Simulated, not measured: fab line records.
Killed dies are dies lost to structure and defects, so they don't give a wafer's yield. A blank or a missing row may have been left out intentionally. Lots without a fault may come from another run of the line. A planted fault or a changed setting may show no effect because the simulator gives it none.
Struck lot and sound lot, side by side | flow gf180mcu | 18 out of 602 route steps
Sound: these wafers, L181.1, L181.5, L181.6. Struck: wafers L171.2, L171.6. (L171.5 of the same lot was not struck and is left out.) The cause comes at the end.
For every step that has rows: the tool of each side, followed by ch and its chambers, followed by its first start. Under that, the readings that differ: sound wafers | struck wafers | difference of the means | sigmas: that difference in standard deviations of wafers without a fault.
alike: words and numbers the same on both sides, and readings whose means are apart by under 2 such deviations; not compared: readings that were withheld, readings missing a value for some wafer, numbers with overlapping values and no deviation given by the record, and bounds like >300 which may hide the same value.
The two part at a step that has a row with sigmas, a row that says differs or no value, or rows on one side only. When numbers do not overlap yet have no deviation, they are printed without sigmas and do not part them. A reading missing from all wafers of one side parts the sides only when that side holds two or more wafers.

first, 2 steps without rows for these wafers: GF_CONTACT_PEB_12 (peb time 90 s); GF_CONTACT_DEVELOP_13 (develop time 60 s).
GF_CONTACT_CD_MEAS_14: the cd target is 220 nm.
  struck on cd_sem-01, day 20 14:46; sound on cd_sem-02, day 24 00:07
  alike: cd_nm
GF_CONTACT_OVL_MEAS_15:
  struck on overlay-01, day 20 14:52; sound on overlay-01, day 24 00:14
  alike: CONTACT_OVL
GF_CONTACT_ETCH_16: etches BARC in N2/H2.
  sound on rie_diel-01 ch 0,1,2, day 24 00:17; struck on rie_diel-02 ch 1,3, day 20 14:53
  alike: drypump_motor_current_A, h2_flow_sccm, oes_product_au, throttle_valve_pct
GF_CONTACT_ETCH_17: etches SiO2 in C4F8/O2/Ar, stops on CoSi2, target depth 860 nm.
  sound on rie_diel-01 ch 0,1,2; struck on rie_diel-02 ch 1,3
  alike: oes_product_au
GF_CONTACT_STRIP_18: strips in O2/N2.
  sound on plasma_asher-03 ch 0,1, day 24 00:26; struck on plasma_asher-04 ch 0, day 20 15:04
  reading                     | sound       | struck  | difference | sigmas
  drypump_motor_current_A (A) | 4.8 5.7 4.9 | 6.0 6.0 | +0.9       | +2
  alike: heater_power_w, oes_product_au
  not compared: rf_hours_counter_h
then, 3 steps without rows for these wafers: GF_CONTACT_CLEAN_19 (cleans in SPM); GF_CONTACT_CLEAN_20 (cleans in DIW); GF_CONTACT_CLEAN_21 (cleans in dHF, time 20 s).
GF_CONTACT_SPUTTER_22: material Ti, target thk 15 nm, time 80.02 s.
  struck on pvd_sputter-01, day 20 15:21; sound on pvd_sputter-02, day 24 00:44
  alike: throttle_valve_pct
GF_CONTACT_SPUTTER_23: material TiN, target thk 10 nm, time 40 s.
  struck on pvd_sputter-01, day 20 15:25; sound on pvd_sputter-02, day 24 00:48
  alike: throttle_valve_pct
GF_CONTACT_CVD_24: deposits W, target thk 300 nm, time 90.339 s.
  sound on cvd_w-01 ch 0,1, day 24 00:50; struck on cvd_w-01 ch 1, day 20 15:27
  reading                               | sound                | struck        | difference | sigmas
  susceptor_temp_C (C)                  | 400.13 400.33 399.80 | 407.71 407.79 | +7.66      | +31
  model.W_of_CONTACT_CVD_24.thk_nm (nm) | 294 310.5 297.1      | 355.1 353.5   | +53.8      |
  alike: heater_power_w
GF_CONTACT_RS_MEAS_25: a four-point-probe measurement.
  struck on film_metro-01, day 20 15:34; sound on film_metro-03, day 24 00:58
  reading               | sound             | struck      | difference | sigmas
  CONTACT_W_RS (ohm/sq) | 0.389 0.370 0.386 | 0.322 0.324 | -0.059     | -7
GF_CONTACT_THK_MEAS_26: measures by xrf.
  struck on film_metro-01, day 20 15:41; sound on film_metro-03, day 24 01:05
  reading            | sound       | struck  | difference | sigmas
  CONTACT_W_THK (nm) | 294 310 297 | 350 346 | +48        | +7
GF_CONTACT_CMP_27: polishes, stops on SiO2, t overpolish 15 s, target thk 0 nm.
  sound on cmp-02 ch 0,1,2, day 24 01:34; struck on cmp-02 ch 1,2, day 20 15:47
  reading                | sound          | struck    | difference | sigmas
  time_to_endpoint_s (s) | 72.0 75.5 72.1 | 83.3 83.7 | +10.3      | +4
  alike: motor_current_A
then, 1 step without rows for these wafers: GF_M1_SPUTTER_00 (material Ti, target thk 37.5 nm, time 150 s).
-- the record jumps here: 12 days lie between the struck wafers' starts before and after (it left off in module M1 and takes up again in module PASSIVATION, whose first step shown is number 602 of the route) --
GF_PASSIVATION_PROBE_99:
  only the struck wafers here have rows in the record (prober-01, day 32 12:59); the sound ones have none

== WHERE THEY PART ==
First at GF_CONTACT_STRIP_18; last, within this record, at GF_PASSIVATION_PROBE_99.

WHY: what the simulator had put in
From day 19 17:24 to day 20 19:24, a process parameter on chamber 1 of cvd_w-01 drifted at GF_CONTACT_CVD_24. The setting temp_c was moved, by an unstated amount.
